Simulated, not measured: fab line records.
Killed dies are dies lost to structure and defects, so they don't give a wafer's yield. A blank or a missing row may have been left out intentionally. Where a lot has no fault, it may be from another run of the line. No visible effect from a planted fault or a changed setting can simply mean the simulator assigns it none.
The tool behind it: which one? ; flow sky130 ; 6 lots, 18 wafers sampled, at 2 steps of a route of 708

## WHAT THE GAUGES READ, wafer by wafer
SKY_VIA3_CD_MEAS_12: the cd target is 200 nm.
lot;measured;on;cd nm (nm)
L966;day 40 15:40;cd sem-02;200.8 201.4 200.6
L968;day 41 01:12;cd sem-01;200.4 200.7 200.3
L970;day 41 15:08;cd sem-02;201.9 201.3 200.3
L973;day 42 18:41;cd sem-01;200.1 200.9 200.0
L976;day 43 16:38;cd sem-02;199.8 199.9 199.7
L980;day 44 08:19;cd sem-02;200.6 199.2 200.6

## TOOL THAT RAN EACH LOT (tool first, then ch and the chambers of the sampled wafers, then the start)
lot;SKY_METAL3_STRIP_19
L966;plasma asher-04 ch 0,1, day 39 13:35
L968;plasma asher-03 ch 0,1, day 40 00:05
L970;plasma asher-03 ch 0,1, day 40 13:47
L973;plasma asher-04 ch 0,1, day 41 17:42
L976;plasma asher-03 ch 0,1, day 42 16:51
L980;plasma asher-02 ch 0,1, day 43 08:15
- SKY_METAL3_STRIP_19: strips in O2/N2.

## THE ANSWER, worked out from the rows above alone
Rule: the usual values come from the lots themselves. Put in order of their means at a reading, lots are off if they are a third of the lots or fewer, leave a main group of 4 or more, and stand apart from it by a gap of 3 or more times the standard deviation of the main group's means; of several such gaps the widest counts. Not used: any main group whose means are identical at the precision the tables above print for the reading. Also off: a lot with no number at a reading for which 4 or more lots have one. Any other lot the step has rows for is counted as sound.
Nothing can be told from this: no lot is off at any reading shown.

## WHAT THE SIMULATOR PUT IN
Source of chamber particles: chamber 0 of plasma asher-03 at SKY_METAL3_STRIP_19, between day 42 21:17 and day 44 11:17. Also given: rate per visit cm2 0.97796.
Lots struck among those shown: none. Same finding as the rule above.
